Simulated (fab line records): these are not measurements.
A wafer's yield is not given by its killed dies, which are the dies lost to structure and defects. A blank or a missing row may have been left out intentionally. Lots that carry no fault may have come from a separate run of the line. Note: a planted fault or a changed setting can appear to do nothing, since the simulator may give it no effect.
fab line records	flow sky130
record: lots: 6	wafers: 18	last-day: 50
route steps=708 shown VIA2@522 METAL3@532 CAPM@537 PAD_OPEN@708
lots untouched by any fault: they come from a run of this same line in which no faults occurred
start-h: the number of hours between the record's first day and the start of the first shown wafer of the lot	wait-h: time in hours since the lot's previous step	" same as the row above	L1.1+2: one row covering several wafers at once	- either no value or no given start	* or withheld: withheld	< > ~ a bound
route shown NAME@n: names a module that has steps shown in the file, with the first one's number in the route	usual: the fault-free wafers' mean and standard deviation	same: alike in all rows	chamber/n: place in a boat	sites: per-site readings	_std_site: their standard deviation	_edge_site: the outer-site mean with the inner-site mean subtracted	radius-mm: for every site, how far away it sits from the centre of the wafer	mask NAME#n: copy n	behind: the most recent tool/chamber to have shaped the wafer	hold: what put the lot on hold/how long, in hours/how the hold closed	device: transistor that didn't switch, given as n, p or np	end of line: at the end of the route, the tests of the same wafers	a step with no rows: only its recipe	killed: count of dies lost to structure and defects at first sort (not the wafer's yield)	map: a wafer's dies, x killed, . not, _ none there
set.NAME: the setting as run; set.NAME@STEP: as run at that earlier step	model.NAME: the simulator's own value behind a step, which no gauge read
lots at selected steps of the route; one table per step, one row per wafer
services: the hour from which a tool's chamber was out of use, counted from the record's first day as start-h (under 0 if before that day), plus the number of hours and why
== steps ==
step: SKY_VIA2_ETCH_15
recipe: target: SiO2	chemistry: C4F8/O2/Ar	target-depth-nm: 546	stop-on: TiN	mask-material: KrF-thick	source-w: 1500	bias-w: 1200	pressure-mtorr: 40	c4f8-flow-sccm: withheld	O2_flow_sccm: 6	Ar_flow_sccm: 300	time-s: 84
step: SKY_VIA2_STRIP_16
recipe: chemistry: O2/N2	power-w: 1400	pressure-mtorr: 1500	platen-temp-c: withheld	o2-flow-sccm: 3000	n2-flow-sccm: 300	overash-fraction: 0.5
step: SKY_VIA2_STRIP_17
recipe: chemistry: post-etch-residue-remover	time-s: 1200	temp-c: 72.5
step: SKY_VIA2_CLEAN_18
recipe: chemistry: IPA	time-s: 180	temp-c: 25
step: SKY_VIA2_CLEAN_19
recipe: chemistry: O3/DIW	dry: n2-spin
step: SKY_VIA2_SPUTTER_20
recipe: material: TiN	target-thk-nm: 20	chamber-pressure-pa: 5	power-w: 4000	time-s: 80
usual: throttle-valve-pct: 30.3/0.61
lot.wafer	tool	chamber	start-h	wait-h	throttle-valve-pct
L199.1	pvd-sputter-03	-	848.36	0.0	30.6
L199.3	"	-	"	"	30.4
L199.4	"	-	"	"	30.0
L203.1	pvd-sputter-04	-	878.39	0.0	29.6
L203.3	"	-	"	"	30.9
L203.5	"	-	"	"	30.5
L207.2	pvd-sputter-03	-	907.85	0.0	30.7
L207.3	"	-	"	"	30.6
L207.4	"	-	"	"	30.3
L209.1	pvd-sputter-03	-	923.61	0.0	30.4
L209.2	"	-	"	"	30.6
L209.3	"	-	"	"	30.3
L219.2	pvd-sputter-01	-	997.75	0.0	29.9
L219.3	"	-	"	"	29.7
L219.4	"	-	"	"	28.1
L220.2	pvd-sputter-01	-	1000.52	0.0	29.8
L220.3	"	-	"	"	30.3
L220.6	"	-	"	"	30.4
step: SKY_VIA2_CVD_21
recipe: material: W	target-thk-nm: 420	time-s: 126.4	temp-c: 400	pressure-torr: 40
usual: chamber-pressure-Torr: 39.98/0.096	heater-power-w: 892/61
lot.wafer	tool	chamber	start-h	wait-h	chamber-pressure-Torr	heater-power-w
L199.1	cvd-w-02	0	848.42	0.0	39.98	977
L199.3	"	0	"	"	39.99	955
L199.4	"	1	"	"	40.05	868
L203.1	cvd-w-02	1	878.45	0.0	39.87	875
L203.3	"	1	"	"	40.03	883
L203.5	"	0	"	"	40.02	945
L207.2	cvd-w-01	0	907.91	0.0	39.91	820
L207.3	"	0	"	"	39.98	817
L207.4	"	1	"	"	39.96	957
L209.1	cvd-w-02	0	923.67	0.0	40.08	888
L209.2	"	1	"	"	39.97	839
L209.3	"	0	"	"	39.88	906
L219.2	cvd-w-01	0	997.81	0.0	39.94	808
L219.3	"	0	"	"	39.93	807
L219.4	"	1	"	"	39.85	987
L220.2	cvd-w-01	0	1000.58	0.0	40.05	811
L220.3	"	0	"	"	39.95	807
L220.6	"	0	"	"	40.05	826
step: SKY_VIA2_RS_MEAS_22
recipe: thk-meas-gauge: four-point-probe	reads: W_of_VIA2_CVD_21+TiN_of_VIA2_SPUTTER_20
usual: VIA2_W_RS: 0.270/0.0051
lot.wafer	tool	chamber	start-h	wait-h	VIA2_W_RS[ohm/sq]
L199.1	film-metro-01	-	848.55	0.1	0.266
L199.3	"	-	"	"	0.266
L199.4	"	-	"	"	0.275
L203.1	film-metro-04	-	878.58	0.1	0.275
L203.3	"	-	"	"	0.275
L203.5	"	-	"	"	0.269
L207.2	film-metro-01	-	908.06	0.1	0.275
L207.3	"	-	"	"	0.272
L207.4	"	-	"	"	0.263
L209.1	film-metro-01	-	923.80	0.1	0.268
L209.2	"	-	"	"	0.273
L209.3	"	-	"	"	0.268
L219.2	film-metro-04	-	997.96	0.1	0.275
L219.3	"	-	"	"	0.273
L219.4	"	-	"	"	0.267
L220.2	film-metro-03	-	1000.73	0.1	0.274
L220.3	"	-	"	"	0.272
L220.6	"	-	"	"	0.273
step: SKY_VIA2_THK_MEAS_23
recipe: thk-meas-gauge: xrf	reads: W_of_VIA2_CVD_21
usual: VIA2_W_THK: 433/9.1
lot.wafer	tool	chamber	start-h	wait-h	VIA2_W_THK[nm]
L199.1	film-metro-01	-	848.67	0.1	440
L199.3	"	-	"	"	437
L199.4	"	-	"	"	425
L203.1	film-metro-04	-	878.70	0.1	431
L203.3	"	-	"	"	426
L203.5	"	-	"	"	438
L207.2	film-metro-01	-	908.17	0.1	433
L207.3	"	-	"	"	434
L207.4	"	-	"	"	452
L209.1	film-metro-01	-	923.92	0.1	441
L209.2	"	-	"	"	430
L209.3	"	-	"	"	439
L219.2	film-metro-04	-	998.07	0.1	431
L219.3	"	-	"	"	436
L219.4	"	-	"	"	445
L220.2	film-metro-03	-	1000.84	0.1	427
L220.3	"	-	"	"	428
L220.6	"	-	"	"	428
step: SKY_VIA2_CMP_24
recipe: stop-on: SiO2	t-overpolish-s: 20	down-force-psi: 3.5	platen-rpm: 60	target-thk-nm: 0	pad-velocity-m-s: 0.94248
step: SKY_METAL3_SPUTTER_00
recipe: material: Ti	target-thk-nm: 15	power-w: 3000	time-s: 10	chamber-pressure-pa: 0.4
step: SKY_METAL3_SPUTTER_01
recipe: material: TiN	target-thk-nm: 20	power-w: 6500	time-s: 16.7	chamber-pressure-pa: 0.4
usual: throttle-valve-pct: 29.7/0.99
lot.wafer	tool	chamber	start-h	wait-h	throttle-valve-pct
L199.1	pvd-sputter-01	-	849.05	0.0	28.3
L199.3	"	-	"	"	30.1
L199.4	"	-	"	"	30.1
L203.1	pvd-sputter-02	-	879.08	0.0	28.3
L203.3	"	-	"	"	30.4
L203.5	"	-	"	"	27.8
L207.2	pvd-sputter-01	-	908.54	0.0	28.3
L207.3	"	-	"	"	30.1
L207.4	"	-	"	"	29.9
L209.1	pvd-sputter-01	-	924.30	0.0	29.9
L209.2	"	-	"	"	30.4
L209.3	"	-	"	"	28.3
L219.2	pvd-sputter-03	-	998.44	0.0	30.4
L219.3	"	-	"	"	30.4
L219.4	"	-	"	"	30.6
L220.2	pvd-sputter-01	-	1001.21	0.0	30.1
L220.3	"	-	"	"	29.9
L220.6	"	-	"	"	29.7
step: SKY_METAL3_SPUTTER_02
recipe: material: AlCu	target-thk-nm: 735	power-w: 10600	time-s: 39.1	chamber-pressure-pa: 0.4
usual: throttle-valve-pct: 29.7/1
lot.wafer	tool	chamber	start-h	wait-h	throttle-valve-pct
L199.1	pvd-sputter-01	-	849.08	0.0	28.1
L199.3	"	-	"	"	30.3
L199.4	"	-	"	"	29.8
L203.1	pvd-sputter-02	-	879.11	0.0	28.3
L203.3	"	-	"	"	30.5
L203.5	"	-	"	"	27.7
L207.2	pvd-sputter-01	-	908.57	0.0	28.1
L207.3	"	-	"	"	29.7
L207.4	"	-	"	"	29.9
L209.1	pvd-sputter-01	-	924.33	0.0	29.7
L209.2	"	-	"	"	30.3
L209.3	"	-	"	"	28.2
L219.2	pvd-sputter-03	-	998.47	0.0	30.5
L219.3	"	-	"	"	30.6
L219.4	"	-	"	"	30.5
L220.2	pvd-sputter-01	-	1001.24	0.0	30.2
L220.3	"	-	"	"	30.1
L220.6	"	-	"	"	30.1
step: SKY_METAL3_SPUTTER_03
recipe: material: Ti	target-thk-nm: 5	power-w: 3000	time-s: 3.3	chamber-pressure-pa: 0.4
step: SKY_METAL3_SPUTTER_04
recipe: material: TiN	target-thk-nm: 70	power-w: 6500	time-s: 58.3	chamber-pressure-pa: 0.4
step: SKY_CAPM_CVD_00
recipe: material: SiO2	target-thk-nm: 15.5	temp-c: 400	time-s: withheld	rf-w: 450
step: SKY_CAPM_THK_MEAS_01
recipe: reads: SiO2_of_CAPM_CVD_00
usual: CAPM_CVD_00_THK: 15.47/0.24
lot.wafer	tool	chamber	start-h	wait-h	CAPM_CVD_00_THK[nm]
L199.1	film-metro-03	-	849.21	-	15.47
L199.3	"	-	"	"	15.29
L199.4	"	-	"	"	15.96
L203.1	film-metro-03	-	879.23	-	15.44
L203.3	"	-	"	"	15.17
L203.5	"	-	"	"	15.61
L207.2	film-metro-04	-	908.70	-	15.48
L207.3	"	-	"	"	15.40
L207.4	"	-	"	"	15.95
L209.1	film-metro-03	-	924.46	-	15.07
L209.2	"	-	"	"	15.34
L209.3	"	-	"	"	15.02
L219.2	film-metro-02	-	998.60	-	15.49
L219.3	"	-	"	"	15.81
L219.4	"	-	"	"	16.10
L220.2	film-metro-03	-	1001.38	-	14.90
L220.3	"	-	"	"	15.01
L220.6	"	-	"	"	15.32
step: SKY_CAPM_SPUTTER_02
recipe: material: TiN	target-thk-nm: 200	temp-c: 300	power-w: 6500	time-s: 166.7	chamber-pressure-pa: 0.4
usual: throttle-valve-pct: 30.4/0.5
lot.wafer	tool	chamber	start-h	wait-h	throttle-valve-pct
L199.1	pvd-sputter-04	-	849.27	0.1	30.8
L199.3	"	-	"	"	30.5
L199.4	"	-	"	"	30.5
L203.1	pvd-sputter-03	-	879.29	0.1	30.3
L203.3	"	-	"	"	30.5
L203.5	"	-	"	"	30.6
L207.2	pvd-sputter-04	-	908.75	0.0	30.5
L207.3	"	-	"	"	30.8
L207.4	"	-	"	"	29.7
L209.1	pvd-sputter-04	-	924.52	0.1	30.8
L209.2	"	-	"	"	29.6
L209.3	"	-	"	"	30.7
L219.2	pvd-sputter-04	-	998.65	0.0	30.6
L219.3	"	-	"	"	30.4
L219.4	"	-	"	"	29.8
L220.2	pvd-sputter-03	-	1001.43	0.0	30.7
L220.3	"	-	"	"	30.2
L220.6	"	-	"	"	30.6
step: SKY_CAPM_RS_MEAS_03
recipe: thk-meas-gauge: four-point-probe	reads: TiN_of_CAPM_SPUTTER_02
usual: CAPM_TIN_RS: 6.91/0.071
lot.wafer	tool	chamber	start-h	wait-h	CAPM_TIN_RS[ohm/sq]
L199.1	film-metro-03	-	849.37	0.1	6.90
L199.3	"	-	"	"	6.82
L199.4	"	-	"	"	6.82
L203.1	film-metro-02	-	879.40	0.1	6.81
L203.3	"	-	"	"	6.93
L203.5	"	-	"	"	6.82
L207.2	film-metro-02	-	908.88	0.1	6.93
L207.3	"	-	"	"	7.04
L207.4	"	-	"	"	7.01
L209.1	film-metro-02	-	924.63	0.1	6.86
L209.2	"	-	"	"	6.94
L209.3	"	-	"	"	6.95
L219.2	film-metro-04	-	998.78	0.1	6.78
L219.3	"	-	"	"	6.87
L219.4	"	-	"	"	6.86
L220.2	film-metro-03	-	1001.56	0.1	6.92
L220.3	"	-	"	"	6.98
L220.6	"	-	"	"	6.98
step: SKY_CAPM_THK_MEAS_04
recipe: thk-meas-gauge: xrf	reads: TiN_of_CAPM_SPUTTER_02
usual: CAPM_TIN_THK: 200.0/2.3
lot.wafer	tool	chamber	start-h	wait-h	CAPM_TIN_THK[nm]
L199.1	film-metro-03	-	849.49	0.1	199.9
L199.3	"	-	"	"	202.8
L199.4	"	-	"	"	202.4
L203.1	film-metro-02	-	879.52	0.1	204.0
L203.3	"	-	"	"	200.0
L203.5	"	-	"	"	202.9
L207.2	film-metro-02	-	908.99	0.1	197.2
L207.3	"	-	"	"	194.6
L207.4	"	-	"	"	195.5
L209.1	film-metro-02	-	924.75	0.1	200.6
L209.2	"	-	"	"	198.9
L209.3	"	-	"	"	199.2
L219.2	film-metro-04	-	998.89	0.1	205.6
L219.3	"	-	"	"	203.7
L219.4	"	-	"	"	203.5
L220.2	film-metro-03	-	1001.67	0.1	199.0
L220.3	"	-	"	"	197.1
L220.6	"	-	"	"	197.4
step: SKY_CAPM_DEHYDRATE_05
recipe: temp-c: 200	time-s: 60
step: SKY_CAPM_HMDS_06
recipe: prime-time-s: 60	prime-temp-c: 120
step: SKY_CAPM_COAT_07
recipe: resist: NOVOLAK	spin-rpm: 3000	resist-thk-nm: 1140
step: SKY_CAPM_SOFTBAKE_08
recipe: temp-c: 90	time-s: 60	resist: NOVOLAK
step: SKY_CAPM_EXPOSE_09
recipe: mask-id: CAPM	na: 0.6	source-shape: conventional	sigma-outer: 0.6	polarization: unpolarized	target-cd-nm: 1000	dose-mj: 159
step: SKY_CAPM_PEB_10
recipe: temp-c: withheld	time-s: *	resist: NOVOLAK
step: SKY_CAPM_DEVELOP_11
recipe: resist: NOVOLAK	developer: TMAH	develop-time-s: 60	dev-temp-c: 23
step: SKY_CAPM_OVL_MEAS_12
usual: CAPM_OVL: -1.2/1.5
lot.wafer	tool	chamber	start-h	wait-h	CAPM_OVL[nm]
L199.1	overlay-02	-	875.41	0.1	0.7
L199.3	"	-	"	"	-0.4
L199.4	"	-	"	"	-2.3
L203.1	overlay-02	-	904.71	0.1	-2.9
L203.3	"	-	"	"	-0.7
L203.5	"	-	"	"	-0.4
L207.2	overlay-02	-	932.21	0.1	1.7
L207.3	"	-	"	"	-0.7
L207.4	"	-	"	"	0.1
L209.1	overlay-01	-	949.37	0.1	-1.5
L209.2	"	-	"	"	-1.1
L209.3	"	-	"	"	-1.0
L219.2	overlay-02	-	1021.76	0.1	-1.0
L219.3	"	-	"	"	-1.1
L219.4	"	-	"	"	-1.8
L220.2	overlay-01	-	1024.41	0.1	-2.9
L220.3	"	-	"	"	-3.3
L220.6	"	-	"	"	-1.3
step: SKY_CAPM_METAL_ETCH_13
recipe: target-depth-nm: 220	stop-on: SiO2	chemistry: Cl2/BCl3	target: TiN	pressure-mtorr: 10	icp-w: 900	bias-w: 48.5	Cl2_flow_sccm: 60	bcl3-flow-sccm: 30	time-s: 62.9
step: SKY_CAPM_STRIP_14
recipe: chemistry: O2/N2	power-w: 1400	pressure-mtorr: 1500	platen-temp-c: withheld	o2-flow-sccm: 3000	n2-flow-sccm: 300	overash-fraction: 0.5
usual: drypump-motor-current-A: 5.9/0.57	oes-product-au: 0.711/0.0042	strip-time-to-endpoint-s: 12.66/0.049
lot.wafer	tool	chamber	start-h	wait-h	drypump-motor-current-A	oes-product-au	rf-hours-counter-h	strip-time-to-endpoint-s
L199.1	plasma-asher-02	0	875.52	0.1	6.5	0.715	75	12.66
L199.3	"	1	"	"	4.9	0.718	-	12.65
L199.4	"	0	"	"	6.6	0.709	-	12.65
L203.1	plasma-asher-02	1	904.84	0.1	4.8	0.705	78	12.65
L203.3	"	1	"	"	4.9	0.713	-	12.64
L203.5	"	1	"	"	4.8	0.712	-	12.72
L207.2	plasma-asher-04	0	932.32	0.1	6.4	0.710	47	12.70
L207.3	"	0	"	"	6.5	0.716	-	12.65
L207.4	"	1	"	"	6.4	0.713	-	12.70
L209.1	plasma-asher-02	0	949.49	0.1	6.5	0.714	82	12.72
L209.2	"	1	"	"	4.9	0.708	82	12.76
L209.3	"	1	"	"	4.9	0.710	-	12.75
L219.2	plasma-asher-01	1	1021.87	0.1	5.7	0.714	29	12.62
L219.3	"	1	"	"	5.7	0.712	-	12.68
L219.4	"	0	"	"	5.9	0.705	-	12.68
L220.2	plasma-asher-01	1	1024.52	0.1	5.7	0.720	29	12.66
L220.3	"	0	"	"	5.9	0.705	-	12.65
L220.6	"	1	"	"	5.7	0.717	-	12.60
step: SKY_CAPM_STRIP_15
recipe: chemistry: post-etch-residue-remover	time-s: 1200	temp-c: 72.5
step: SKY_CAPM_CLEAN_16
recipe: chemistry: IPA	time-s: 180	temp-c: 25
step: SKY_CAPM_CLEAN_17
recipe: chemistry: O3/DIW	dry: n2-spin
step: SKY_METAL3_DEHYDRATE_05
recipe: temp-c: 200	time-s: 60
step: SKY_METAL3_HMDS_06
recipe: prime-time-s: 60	prime-temp-c: 120
step: SKY_METAL3_COAT_07
recipe: resist: BARC	temp-c: withheld	time-s: withheld	spin-rpm: 3000	resist-thk-nm: 60
step: SKY_METAL3_COAT_08
recipe: resist: KrF-thick	spin-rpm: 3000	resist-thk-nm: 1140
step: SKY_METAL3_SOFTBAKE_09
recipe: temp-c: 100	time-s: 90	resist: KrF-thick
step: SKY_METAL3_EXPOSE_10
recipe: mask-id: MM3	na: 0.68	source-shape: annular	sigma-inner: 0.4	sigma-outer: 0.8	target-cd-nm: 300	dose-mj: 28
step: SKY_METAL3_PEB_11
recipe: peb-temp-c: withheld	peb-time-s: withheld	resist: KrF-thick
step: SKY_METAL3_DEVELOP_12
recipe: develop-time-s: 60	resist: KrF-thick	dev-temp-c: 21
step: SKY_METAL3_CD_MEAS_13
recipe: target-cd-nm: 300
usual: cd-nm: 300.6/1.3
lot.wafer	tool	chamber	start-h	wait-h	cd-nm
L199.1	cd-sem-01	-	902.09	-	302.0
L199.3	"	-	"	"	301.6
L199.4	"	-	"	"	300.9
L203.1	cd-sem-02	-	930.11	-	300.5
L203.3	"	-	"	"	301.3
L203.5	"	-	"	"	302.4
L207.2	cd-sem-02	-	957.69	-	300.7
L207.3	"	-	"	"	300.7
L207.4	"	-	"	"	299.9
L209.1	cd-sem-02	-	974.72	-	302.8
L209.2	"	-	"	"	300.0
L209.3	"	-	"	"	301.6
L219.2	cd-sem-02	-	1045.31	-	298.8
L219.3	"	-	"	"	301.4
L219.4	"	-	"	"	301.3
L220.2	cd-sem-02	-	1047.38	-	302.3
L220.3	"	-	"	"	299.9
L220.6	"	-	"	"	301.9
step: SKY_PAD_OPEN_PROBE_99
usual: defect-limited-yield: 82.5/1.9	killed_at_M0_to_M3: 43/7.6	killed_at_M4_up: 2.9/1.7	killed-at-contacts: 24/5.5	killed-at-front-end: 15/4.2	killed-at-other: 0.3/0.52	killed-dies: 86/9.4	killed-open: 47/7	killed-short: 39/6.4	sort_bin_3_pad_short: 0.9/0.4	sort_bin_5_function: 10.3/1.6	sort_bin_6_memory: 6.2/1.1	sort-n-pass: 406/9.4	sort-yield-pct: 82.5/1.9
same: gross-dies: 492	killed-at-back-side: 0	sort_bin_4_leakage[%]: 0	sort_bin_8_speed[%]: 0
lot.wafer	tool	chamber	start-h	wait-h	defect-limited-yield[%]	killed_at_M0_to_M3	killed_at_M4_up	killed-at-contacts	killed-at-front-end	killed-at-other	killed-dies	killed-open	killed-short	sort_bin_3_pad_short[%]	sort_bin_5_function[%]	sort_bin_6_memory[%]	sort-n-pass	sort-yield-pct[%]	model.etest.tester.sort-n-pass	model.etest.tester.sort-yield-pct	model.etest.tester.sort_bin_5_pct	model.etest.tester.sort_bin_3_pct
L199.1	prober-01	-	1076.27	0.1	85.0	26	3	28	17	0	74	37	35	0.6	8.1	6.3	418	85.0	418	84.96	8.13	0.6098
L199.3	prober-01	-	1076.37	0.2	80.3	51	2	31	13	0	97	51	46	0.4	11.2	8.1	395	80.3	395	80.28	11.18	0.4065
L199.4	prober-01	-	1076.42	0.2	84.6	44	3	20	9	0	76	42	34	0.8	9.1	5.5	416	84.6	416	84.55	9.146	0.813
L207.2	prober-02	-	1122.53	0.1	73.6	98	4	15	12	1	130	39	35	3.3	17.3	5.9	362	73.6	362	73.58	17.28	3.252
L207.3	prober-02	-	1122.58	0.2	77.6	69	1	26	14	0	110	45	35	2.0	15.0	5.3	382	77.6	382	77.64	15.04	2.033
L207.4	prober-02	-	1122.63	0.2	73.8	86	1	28	14	0	129	44	31	3.3	17.1	5.9	363	73.8	363	73.78	17.07	3.252
L209.1	prober-02	-	1137.20	0.1	78.5	78	6	15	6	1	106	40	33	2.4	14.2	4.9	386	78.5	386	78.46	14.23	2.439
L209.2	prober-02	-	1137.25	0.1	77.4	68	4	24	15	0	111	38	46	2.8	11.4	8.3	381	77.4	381	77.44	11.38	2.846
L209.3	prober-02	-	1137.30	0.2	71.5	100	2	26	12	0	140	39	40	4.5	15.0	8.9	352	71.5	352	71.54	15.04	4.472
L220.2	prober-01	-	1192.15	0.1	80.9	52	4	30	8	0	94	46	48	1.6	11.2	6.3	398	80.9	398	80.89	11.18	1.626
L220.3	prober-01	-	1192.20	0.2	83.5	35	1	26	19	0	81	39	42	0.6	11.0	4.9	411	83.5	411	83.54	10.98	0.6098
L220.6	prober-01	-	1192.35	0.2	82.3	44	8	18	16	1	87	38	49	1.2	11.2	5.3	405	82.3	405	82.32	11.18	1.22
killed by level:class
L199.1 LI_CONTACT:geometric-particle:open=9 CONTACT:geometric-particle:open=9 VIA3:geometric-particle:short=6 FIELD_ISO:geometric-particle:open=5 METAL1:geometric-particle:short=5 LOCAL_INTERCONNECT:geometric-particle:short=4 FIELD_ISO:geometric-particle:short=3 POLY_GATE:geometric-particle:short=3
L199.3 VIA1:geometric-particle:open=14 LOCAL_INTERCONNECT:geometric-particle:short=8 CONTACT:geometric-particle:open=8 METAL1:geometric-particle:short=8 LI_CONTACT:geometric-particle:open=7 VIA3:geometric-particle:open=6 VIA2:geometric-particle:open=5 CONTACT:geometric-particle:short=5
L199.4 VIA1:geometric-particle:open=9 CONTACT:geometric-particle:open=7 VIA1:geometric-particle:short=7 VIA3:geometric-particle:open=6 METAL2:geometric-particle:short=6 FIELD_ISO:geometric-particle:open=5 LI_CONTACT:geometric-particle:open=4 CONTACT:geometric-particle:short=4
L207.2 METAL3:unspecified=54 VIA3:geometric-particle:open=8 CONTACT:geometric-particle:open=7 METAL2:geometric-particle:short=6 VIA1:geometric-particle:open=6 VIA2:geometric-particle:open=6 METAL1:geometric-particle:short=4 VIA1:geometric-particle:short=4
L207.3 METAL3:unspecified=28 CONTACT:geometric-particle:open=12 VIA2:geometric-particle:open=10 METAL2:geometric-particle:short=7 CONTACT:geometric-particle:short=6 VIA3:geometric-particle:open=5 FIELD_ISO:geometric-particle:short=4 VIA1:geometric-particle:open=4
L207.4 METAL3:unspecified=54 CONTACT:geometric-particle:open=11 VIA1:geometric-particle:open=8 LI_CONTACT:geometric-particle:open=7 CONTACT:geometric-particle:short=7 VIA3:geometric-particle:open=6 FIELD_ISO:geometric-particle:short=5 FIELD_ISO:geometric-particle:open=4
L209.1 METAL3:unspecified=33 VIA1:geometric-particle:open=9 VIA3:geometric-particle:open=8 CONTACT:geometric-particle:open=7 METAL2:geometric-particle:short=7 VIA2:geometric-particle:open=6 METAL4:geometric-particle:short=5 LI_CONTACT:geometric-particle:open=4
L209.2 METAL3:unspecified=25 VIA1:geometric-particle:open=13 CONTACT:geometric-particle:open=10 POLY_GATE:geometric-particle:short=7 METAL1:geometric-particle:short=6 METAL2:geometric-particle:short=6 FIELD_ISO:geometric-particle:short=5 CONTACT:geometric-particle:short=5
L209.3 METAL3:unspecified=61 CONTACT:geometric-particle:open=10 METAL1:geometric-particle:short=8 LI_CONTACT:geometric-particle:open=7 CONTACT:geometric-particle:short=6 VIA1:geometric-particle:short=6 VIA3:geometric-particle:open=5 VIA1:geometric-particle:open=4
L220.2 VIA3:geometric-particle:open=11 CONTACT:geometric-particle:open=9 LOCAL_INTERCONNECT:geometric-particle:short=8 VIA1:geometric-particle:open=7 METAL2:geometric-particle:short=6 VIA2:geometric-particle:open=6 VIA3:geometric-particle:short=5 FIELD_ISO:geometric-particle:short=4
L220.3 CONTACT:geometric-particle:open=8 METAL2:geometric-particle:short=8 LOCAL_INTERCONNECT:geometric-particle:short=7 VIA3:geometric-particle:open=7 FIELD_ISO:geometric-particle:short=6 FIELD_ISO:geometric-particle:open=6 LI_CONTACT:geometric-particle:open=5 VIA2:geometric-particle:open=5
L220.6 METAL2:geometric-particle:short=8 VIA3:geometric-particle:open=7 METAL1:geometric-particle:short=6 CONTACT:geometric-particle:short=5 METAL4:geometric-particle:short=5 POLY_GATE:geometric-particle:short=4 POLY_GATE:geometric-particle:open=4 VIA1:geometric-particle:open=4
map L207.2 (x killed, . not)
__________x........._________
________.....x.......x_______
______..x....x...x......_____
_____x........x.x..x...x.____
____.....x.x............x.___
___........x.......x.......__
__......................xx.._
_xx.......x..................
_.....x.xx..x.x.........x....
_x...x.x....x...x.x.x........
_..x........x.......x........
_....x.....xxx......xx.x..xx.
_.....x.....x.xx...xxxxxx...x
_...x.x......x....xxxxxxxxxxx
_..x.x.x...x....xxxxxxxxxxx.x
__..x..x.x.......xxxxxxxxxx._
___.xx...........xxxxxxxxxx__
____x.....x........xxxxxx.___
_____.....x........xxxx..____
______..........x......._____
________.............x_______
__________..x.....xx_________
map L209.3 (x killed, . not)
__________....x..x.._________
________...x....x....._______
______...x....x.x..x...._____
_____...........xx.......____
____........x.x.....x.x...___
___....xxx..xx..x...x.x....__
__..x.x.x...x......xx......._
_.................x.......x..
_....................x...x...
_........x...x.xx......x.....
_..x.....x..........xxxxx....
_.................xxxxx......
_...x....x.x.x.x.xxxxxxxxx...
_x........x.x...xxxxxxxxxx...
_.....x.....x.x.xxxxxxxxxxxx.
__x.x..x........xxxxxxxxxxx._
___xx..........x.xxxxxxxxx.__
____....x...x....xxxxxxxxx___
_____x.xx....x.....xxx...____
______.............x...x_____
________.x...x.x......_______
__________.........._________
== services ==
tool	chamber	start-h	hours	kind
plasma-asher-01	-	826.01	0.5	repair
pvd-sputter-04	-	827.80	9.9	repair
pvd-sputter-03	-	833.20	2.4	repair
cvd-w-01	0	841.80	6.0	repair
cvd-w-02	0	846.11	1.4	repair
pvd-sputter-04	-	866.49	0.6	repair
plasma-asher-01	-	867.70	3.3	repair
cvd-w-01	-	870.70	1.6	repair
cvd-w-02	-	904.00	14.0	pm
pvd-sputter-01	1	912.08	-	consumable-replace:kit
pvd-sputter-01	1	912.08	18.0	scheduled-down
pvd-sputter-01	1	912.08	18.0	vent-cycle
pvd-sputter-01	-	938.20	8.3	repair
pvd-sputter-03	1	947.70	-	consumable-replace:kit
pvd-sputter-02	-	948.84	3.7	repair
plasma-asher-02	-	954.79	4.0	pm
pvd-sputter-02	-	977.74	13.3	repair
plasma-asher-02	-	977.84	8.9	repair
pvd-sputter-01	0	982.08	-	consumable-replace:kit
pvd-sputter-01	0	982.08	18.0	scheduled-down
pvd-sputter-01	0	982.08	18.0	vent-cycle
pvd-sputter-02	-	984.20	0.8	repair
pvd-sputter-01	-	989.62	0.8	repair
pvd-sputter-02	-	1009.75	8.4	repair
== key ==
first-sign: step: SKY_PAD_OPEN_PROBE_99	reading: killed_at_M0_to_M3	direction: up	sigmas: 5.3	usual: 43	struck: 83
effect: step: SKY_PAD_OPEN_PROBE_99	reading: sort_bin_3_pad_short	direction: up	sigmas: 5.3	usual: 0.9	struck: 3.0
model-effect: step: SKY_PAD_OPEN_PROBE_99	value: etest.tester.sort-n-pass	without: 406.5	struck: 371
met-at SKY_METAL3_SPUTTER_02
struck-wafers L207.2,L207.3,L207.4,L209.1,L209.2,L209.3
onset-between 849.08 908.57
also-fits SKY_VIA2_SPUTTER_20:pvd-sputter-03
fault: kind: chamber-particle-source	tool: pvd-sputter-01	chamber: -	onset-h: 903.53	steps: SKY_METAL3_SPUTTER_02	rate-per-visit-cm2: 1.2432	end-h: 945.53
